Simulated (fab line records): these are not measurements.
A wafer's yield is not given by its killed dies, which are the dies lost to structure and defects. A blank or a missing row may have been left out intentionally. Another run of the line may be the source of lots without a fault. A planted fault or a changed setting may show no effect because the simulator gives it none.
2 desks, one fault	flow sky130	every desk sees just its own numbers, and what lay behind them comes last

FROM THE METROLOGY DESK
What the gauges read, lot by lot, whatever tool the lot ran on: means of the sampled wafers that have a number. Any lot whose mean is over 4 standard deviations away from the usual mean is out of limits and marked OUT; that distance is given in the brackets.
Columns: A = SD_N_TW at SKY_SD_N_TW_MEAS_12, usual 3976
lot	first seen here	A
L283	day 28 11:05	3939
L286	day 29 12:02	3983
L287	day 29 15:35	4015
L289	day 30 02:55	3933
L291	day 31 00:07	3961
L293	day 31 14:40	3950
L298	day 33 20:04	4027
L300	day 34 01:34	3980
L299	day 34 19:05	3953
L301	day 34 19:49	3985
L304	day 35 01:49	3963
L303	day 35 02:07	3950
This desk's finding: nothing out of limits on any of the 12 lots.

AT THE TOOL OWNER'S DESK: implanter-03
The tool's own readings at SKY_VT_ADJUST_LVTN_IMPLANT_08: means of the sampled wafers that have a number, for each lot that ran on this tool. Any lot whose mean is over 4 standard deviations away from the usual mean is out of limits and marked OUT; that distance is given in the brackets.
Columns: A = dose_ions_cm2 at SKY_VT_ADJUST_LVTN_IMPLANT_08, usual 1.5698e+12
lot	first seen here	A
L283	day 7 05:21	1.5701e+12
L286	day 8 00:01	1.5696e+12
L287	day 8 05:53	1.5688e+12
L289	day 8 17:42	1.5686e+12
L293	day 9 18:32	1.5702e+12
L300	day 12 00:52	1.5030e+12 (-42) OUT
L299	day 12 02:47	1.5038e+12 (-41) OUT
This desk's finding: out of limits on L299, L300; first on L300, day 12 00:52 (dose_ions_cm2 at SKY_VT_ADJUST_LVTN_IMPLANT_08). L283, L286, L287, L289, L293: within limits.

TAKEN TOGETHER
The tool owner's desk could have raised an alarm at day 12 00:52, on L299, L300.
The metrology desk saw nothing out of limits.
The metrology desk has L299, L300 on record, within its limits.
All the named lots went through SKY_VT_ADJUST_LVTN_IMPLANT_08 on implanter-03.

WHAT THE SIMULATOR HAD INSERTED
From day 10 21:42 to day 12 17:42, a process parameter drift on implanter-03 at SKY_VT_ADJUST_LVTN_IMPLANT_08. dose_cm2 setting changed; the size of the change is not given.
Lots struck among those shown: L299, L300.
Each desk's first reading out of limits, in hours after the fault started: the tool owner's desk, 27.
